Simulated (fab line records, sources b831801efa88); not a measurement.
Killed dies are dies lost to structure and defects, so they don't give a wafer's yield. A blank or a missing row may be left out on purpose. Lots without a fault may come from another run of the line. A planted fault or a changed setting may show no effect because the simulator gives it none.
Chamber matching | flow sky130 | SKY_CONTACT_CMP_27 on cmp-02: 4 sister chambers
The step polishes, stops on SiO2, t overpolish 15 s, target thk 0 nm. 15 wafers are shown with their chamber, then 7 later ones without.

WAFERS WITH THEIR CHAMBER
wafer  | chamber | motor_current_A (A) | time_to_endpoint_s (s) | head_pressure_psi (psi)
L808.2 | 1       | 11.1                | 89                     | 3.500
L808.3 | 3       | 10.3                | 90                     | 3.507
L808.5 | 1       | 11.3                | 91                     | 3.509
L810.3 | 2       | 11.1                | 88                     | 3.526
L810.4 | 0       | 9.8                 | 79                     | 3.497
L810.6 | 2       | 10.9                | 87                     | 3.521
L812.1 | 3       | 11.1                | 86                     | 3.492
L812.2 | 0       | 9.7                 | 83                     | 3.484
L812.5 | 0       | 9.8                 | 77                     | 3.501
L813.2 | 0       | 9.6                 | 83                     | 3.495
L813.3 | 1       | 11.0                | 86                     | 3.508
L813.6 | 2       | 10.5                | 83                     | 3.506
L816.3 | 1       | 11.2                | 87                     | 3.498
L816.4 | 0       | 10.0                | 82                     | 3.509
L816.5 | 3       | 10.6                | 90                     | 3.495

SIGNATURES (means of the wafers above)
reading            | chamber 0 | chamber 1 | chamber 2 | chamber 3 | scatter within a chamber
motor_current_A    | 9.780     | 11.150    | 10.833    | 10.667    | 0.243
time_to_endpoint_s | 80.80     | 88.25     | 86.00     | 88.67     | 2.49
head_pressure_psi  | 3.49720   | 3.50375   | 3.51767   | 3.49800   | 0.00836
Rule: a wafer's distance from a chamber is the root of the sum, over the readings, of the square of ((its reading less the chamber's mean) divided by the reading's scatter). The wafer belongs to the nearest chamber; if the next one is less than 2 further off, it can't be placed. The scatter: the root of (the sum of the squares of (reading less its chamber's mean) over the shown wafers, divided by (wafers less chambers)).

WAFERS WITHOUT THEIR CHAMBER
wafer  | motor_current_A (A) | time_to_endpoint_s (s) | head_pressure_psi (psi)
L817.1 | 12.2                | 87                     | 3.496
L817.4 | 10.7                | 91                     | 3.496
L817.6 | 9.5                 | 81                     | 3.506
L825.6 | 11.1                | 88                     | 3.507
L831.1 | 10.7                | 86                     | 3.499
L831.3 | 11.1                | 83                     | 3.496
L831.6 | 10.6                | 86                     | 3.517

WHICH CHAMBER EACH WENT THROUGH
wafer  | from the rows above          | in truth
L817.1 | can't be placed: 1 or 2 or 3 | 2
L817.4 | can't be placed: 3 or 1      | 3
L817.6 | 0                            | 0
L825.6 | can't be placed: 1 or 2 or 3 | 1
L831.1 | can't be placed: 3 or 1 or 2 | 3
L831.3 | can't be placed: 1 or 3 or 2 | 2
L831.6 | can't be placed: 2 or 3 or 1 | 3
Placed correctly: 1 of 7. Can't be placed from these rows: 6 (the true chamber is among the candidates in 6). Placed wrongly: 0.
